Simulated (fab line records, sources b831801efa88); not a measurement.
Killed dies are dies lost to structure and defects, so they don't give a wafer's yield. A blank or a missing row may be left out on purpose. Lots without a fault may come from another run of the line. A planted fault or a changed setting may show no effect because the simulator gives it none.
fab line records | flow sfq_line
record lots=7 wafers=21 last_day=85
route steps=325 shown C5@247 M6@251
lots that met no fault: from a run of the same line without faults
start_h: hours from the record's first day to the start of the lot's first wafer shown | wait_h: hours since the lot's step before | " the same as in the row above | L1.1+2: a row that stands for several wafers | - no value, or no start given | * or withheld: withheld | < > ~ a bound
route shown NAME@n: a module of which the file shows steps, and the number in the route of the first | usual: mean/standard deviation of fault-free wafers | same: alike in all rows | chamber/n: place in a boat | sites: the reading at each site | _std_site: their standard deviation | _edge_site: outer sites' mean less inner sites' | radius_mm: how far each site lies from the wafer's centre | mask NAME#n: copy n | behind: the tool/chamber that last shaped the wafer | hold: why the lot was held/for how many hours/how that ended | device: the transistor (n, p or np) that didn't switch | end of line: the same wafers' tests at the end of the route | a step without rows: its recipe alone | killed: dies lost to structure and defects at the first sort, not the wafer's yield | map: a wafer's dies, x killed, . not, _ none there
set.NAME: the setting as run; set.NAME@STEP: as run at that earlier step | model.NAME: the simulator's own value behind a step, which no gauge read
lots at some steps of the route; a table a step, a row a wafer
services: from which hour (start_h, from the record's first day; less than 0 if before it) a tool's chamber was out of use, for how many hours, and why
## steps
# step SFQ_TRILAYER_C5_BARC_OPEN_VIA_ETCH_210
# recipe mask_material=PR chemistry=O2 target_depth_nm=125 target=BARC source_w=500 bias_w=80 pressure_mtorr=30 time_s=41.7
# usual drypump_motor_current_A=5.83/0.29 oes_product_au=0.685/0.0049
# columns lot.wafer tool chamber start_h wait_h drypump_motor_current_A oes_product_au rf_hours_counter_h
L841.3 rie_diel-03 3 1469.78 0.0 5.91 0.679 9
L841.4 " 2 " " 5.70 0.676 10
L841.5 " 3 " " 5.90 0.678 -
L845.1 rie_diel-03 1 1613.50 0.0 5.98 0.694 13
L845.3 " 2 " " 5.69 0.687 12
L845.5 " 1 " " 5.98 0.683 -
L855.1 rie_diel-02 0 1653.25 0.0 6.08 0.675 4
L855.3 " 1 " " 5.64 0.689 14
L855.4 " 2 " " 5.60 0.679 15
L856.2 rie_diel-04 2 1655.65 0.0 4.98 0.691 2
L856.3 " 0 " " 6.05 0.680 5
L856.5 " 2 " " 5.03 0.678 -
L857.1 rie_diel-02 0 1656.85 0.0 6.07 0.683 4
L857.2 " 3 " " 5.87 0.689 1
L857.5 " 1 " " 5.64 0.692 -
L859.1 rie_diel-03 3 1659.25 0.0 5.92 0.689 12
L859.2 " 0 " " 5.78 0.683 0
L859.3 " 1 " " 5.93 0.686 15
L863.1 rie_diel-03 0 1674.85 0.0 5.79 0.686 1
L863.2 " 3 " " 5.89 0.684 12
L863.3 " 1 " " 5.97 0.685 15
# step SFQ_TRILAYER_C5_ETCH_VIA_ETCH_154
# recipe target=SiO2 mask_material=PR chemistry=CHF3 target_depth_nm=84 source_w=500 bias_w=80 pressure_mtorr=30 time_s=withheld stop_on=Nb
# usual drypump_motor_current_A=5.83/0.3 oes_product_au=0.892/0.0089
# columns lot.wafer tool chamber start_h wait_h drypump_motor_current_A oes_product_au
L841.3 rie_diel-03 3 1469.82 0.0 5.92 0.893
L841.4 " 2 " " 5.71 0.892
L841.5 " 3 " " 5.90 0.876
L845.1 rie_diel-03 1 1613.54 0.0 5.97 0.892
L845.3 " 2 " " 5.69 0.881
L845.5 " 1 " " 5.98 0.906
L855.1 rie_diel-02 0 1653.29 0.0 6.02 0.886
L855.3 " 1 " " 5.69 0.886
L855.4 " 2 " " 5.62 0.898
L856.2 rie_diel-04 2 1655.69 0.0 5.00 0.889
L856.3 " 0 " " 6.06 0.888
L856.5 " 2 " " 5.03 0.894
L857.1 rie_diel-02 0 1656.89 0.0 6.11 0.883
L857.2 " 3 " " 5.86 0.883
L857.5 " 1 " " 5.65 0.896
L859.1 rie_diel-03 3 1659.29 0.0 5.91 0.887
L859.2 " 0 " " 5.80 0.892
L859.3 " 1 " " 5.98 0.891
L863.1 rie_diel-03 0 1674.89 0.0 5.83 0.883
L863.2 " 3 " " 5.89 0.895
L863.3 " 1 " " 6.01 0.890
# step SFQ_TRILAYER_C5_STRIP_STRIP_155
# recipe gas=O2 power_w=195.2 platen_temp_c=40 overash_fraction=0.65 chemistry=O2 pressure_mtorr=50
# usual drypump_motor_current_A=5.7/0.46 oes_product_au=0.997/0.0086
# same overash_fraction=0.65
# columns lot.wafer tool chamber start_h wait_h drypump_motor_current_A oes_product_au rf_hours_counter_h
L841.3 rie_metal-03 0 1470.07 - 5.1 1.017 -
L841.4 " 1 " " 6.0 1.000 -
L841.5 " 1 " " 6.0 0.997 -
L845.1 rie_metal-03 0 1613.59 - 5.2 1.001 108
L845.3 " 1 " " 6.0 0.994 -
L845.5 " 0 " " 5.2 1.005 -
L855.1 rie_metal-02 1 1653.34 - 5.4 0.984 41
L855.3 " 0 " " 6.7 1.008 -
L855.4 " 1 " " 5.4 0.981 -
L856.2 rie_metal-04 1 1655.74 - 5.5 1.003 8
L856.3 " 1 " " 5.5 1.007 -
L856.5 " 1 " " 5.4 1.011 -
L857.1 rie_metal-03 0 1656.94 - 5.2 0.997 116
L857.2 " 1 " " 6.0 1.013 81
L857.5 " 1 " " 5.9 1.013 -
L859.1 rie_metal-04 1 1659.34 - 5.5 0.991 9
L859.2 " 0 " " 5.8 0.985 34
L859.3 " 1 " " 5.5 0.981 -
L863.1 rie_metal-02 1 1674.94 - 5.5 0.974 45
L863.2 " 0 " " 6.7 1.009 50
L863.3 " 0 " " 6.7 0.998 -
# step SFQ_TRILAYER_C5_STRIP_SOLV_CLEAN_156
# recipe chemistry=NMP temp_c=70 time_s=600
# step SFQ_TRILAYER_M6_DEP_PRE_CLEAN_158
# recipe gas=Ar time_s=22.5 bias_v=250
# step SFQ_TRILAYER_M6_DEP_SPUTTER_157
# recipe material=Nb base_pressure_pa=1.33e-06 chamber_pressure_pa=0.1333 substrate_temp_c=20 target_thk_nm=200 power_w=2000 time_s=133.3
# usual throttle_valve_pct=30.1/1.5
# columns lot.wafer tool chamber start_h wait_h throttle_valve_pct
L841.3 pvd_sputter-03 - 1470.67 0.0 29.5
L841.4 " - " " 31.9
L841.5 " - " " 29.5
L845.1 pvd_sputter-04 - 1614.41 0.0 31.9
L845.3 " - " " 28.3
L845.5 " - " " 29.8
L855.1 pvd_sputter-06 - 1654.16 0.0 30.7
L855.3 " - " " 28.4
L855.4 " - " " 30.8
L856.2 pvd_sputter-04 - 1656.54 0.0 29.8
L856.3 " - " " 28.5
L856.5 " - " " 32.2
L857.1 pvd_sputter-06 - 1657.92 0.0 30.5
L857.2 " - " " 27.4
L857.5 " - " " 28.7
L859.1 pvd_sputter-03 - 1660.32 0.0 30.9
L859.2 " - " " 29.6
L859.3 " - " " 32.1
L863.1 pvd_sputter-03 - 1675.95 0.0 29.6
L863.2 " - " " 31.0
L863.3 " - " " 29.7
# step SFQ_M6_RS_MEAS_938
# recipe thk_meas_gauge=four-point-probe reads=Nb_of_TRILAYER_M6_DEP_SPUTTER_157
# usual M6_NB_RS=0.893/0.011
# columns lot.wafer tool chamber start_h wait_h M6_NB_RS[ohm/sq]
L841.3 film_metro-04 - 1470.80 0.1 0.862
L841.4 " - " " 0.879
L841.5 " - " " 0.888
L845.1 film_metro-03 - 1614.50 0.0 0.896
L845.3 " - " " 0.897
L845.5 " - " " 0.891
L855.1 film_metro-04 - 1654.25 0.0 0.904
L855.3 " - " " 0.902
L855.4 " - " " 0.901
L856.2 film_metro-01 - 1656.65 0.1 0.885
L856.3 " - " " 0.884
L856.5 " - " " 0.884
L857.1 film_metro-04 - 1658.01 0.0 0.904
L857.2 " - " " 0.895
L857.5 " - " " 0.896
L859.1 film_metro-04 - 1660.41 0.0 0.895
L859.2 " - " " 0.894
L859.3 " - " " 0.897
L863.1 film_metro-01 - 1676.04 0.0 0.893
L863.2 " - " " 0.891
L863.3 " - " " 0.897
# step SFQ_TRILAYER_M6_LITHO_COAT_164
# recipe resist=BARC spin_rpm=3000 resist_thk_nm=62
# step SFQ_TRILAYER_M6_LITHO_COAT_159
# recipe resist=KrF spin_rpm=2981 resist_thk_nm=600
# step SFQ_TRILAYER_M6_LITHO_SOFTBAKE_163
# recipe temp_c=withheld time_s=withheld resist=KrF
# step SFQ_TRILAYER_M6_LITHO_EXPOSE_160
# recipe mask_id=M6 na=0.6 source_shape=conventional sigma_outer=0.65 target_cd_nm=500 dose_mj=14.4
# step SFQ_TRILAYER_M6_LITHO_PEB_162
# recipe peb_temp_c=115 peb_time_s=60 resist=KrF
# usual chill_plate_temp_C=23.02/0.11 exhaust_pa=44.9/0.93
# columns lot.wafer tool chamber start_h wait_h chill_plate_temp_C exhaust_pa
L841.3 litho_track-04 0 1570.42 0.7 23.07 46.0
L841.4 " 0 " " 22.88 45.3
L841.5 " 0 " " 22.98 46.0
L845.1 litho_track-01 0 1620.37 1.0 23.13 45.5
L845.3 " 0 " " 23.00 43.5
L845.5 " 0 " " 23.22 43.2
L855.1 litho_track-01 - 1660.11 1.0 - -
L855.3 " - " " - -
L855.4 " - " " - -
L856.2 litho_track-04 - 1661.34 0.8 - -
L856.3 " - " " - -
L856.5 " - " " - -
L857.1 litho_track-01 - 1662.51 1.0 - -
L857.2 " - " " - -
L857.5 " - " " - -
L859.1 litho_track-02 0 1666.11 1.0 22.82 46.0
L859.2 " 0 " " 22.99 45.6
L859.3 " 0 " " 23.16 44.6
L863.1 litho_track-02 0 1738.24 1.0 23.00 44.5
L863.2 " 0 " " 22.90 44.4
L863.3 " 0 " " 22.90 45.0
# step SFQ_TRILAYER_M6_LITHO_DEVELOP_161
# recipe time_s=60 resist=KrF
## services
# columns tool chamber start_h hours kind
rie_metal-03 - 1461.88 0.3 repair
rie_metal-02 - 1463.49 0.9 repair
rie_diel-04 3 1483.63 8.3 repair
rie_diel-03 2 1500.37 7.8 repair
rie_diel-03 0 1508.50 9.1 repair
rie_metal-02 0 1513.99 2.1 repair
rie_diel-03 - 1544.88 2.8 pm
rie_diel-03 2 1563.06 42.1 repair
rie_diel-04 3 1578.73 1.4 repair
rie_diel-02 3 1584.50 1.2 repair
rie_diel-04 0 1587.82 8.7 repair
rie_diel-03 - 1592.55 0.7 repair
rie_diel-03 - 1595.45 0.5 repair
rie_diel-03 0 1605.15 - clean
rie_diel-03 0 1605.15 33.5 scheduled_down
rie_diel-02 3 1621.94 1.8 repair
rie_metal-02 - 1624.48 15.6 pm
pvd_sputter-06 - 1627.85 1.1 repair
pvd_sputter-03 - 1643.40 6.5 repair
rie_metal-03 1 1646.11 3.0 repair
rie_metal-02 0 1654.88 8.5 repair
rie_diel-04 2 1664.78 17.6 repair
rie_metal-03 0 1671.49 21.4 repair
rie_metal-03 0 1703.34 18.9 repair
## key
first_sign step=SFQ_TRILAYER_M6_LITHO_PEB_162 reading=tool_record direction=missing
effect none on later readings
met_at SFQ_TRILAYER_M6_LITHO_PEB_162
struck_wafers L855.1,L855.3,L855.4,L856.2,L856.3,L856.5,L857.1,L857.2,L857.5
onset_between 1620.37 1660.11
fault kind=skipped_step_whole tool=litho_track-01,litho_track-04 chamber=- onset_h=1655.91 steps=SFQ_TRILAYER_M6_LITHO_PEB_162 scope=struck_lots_only
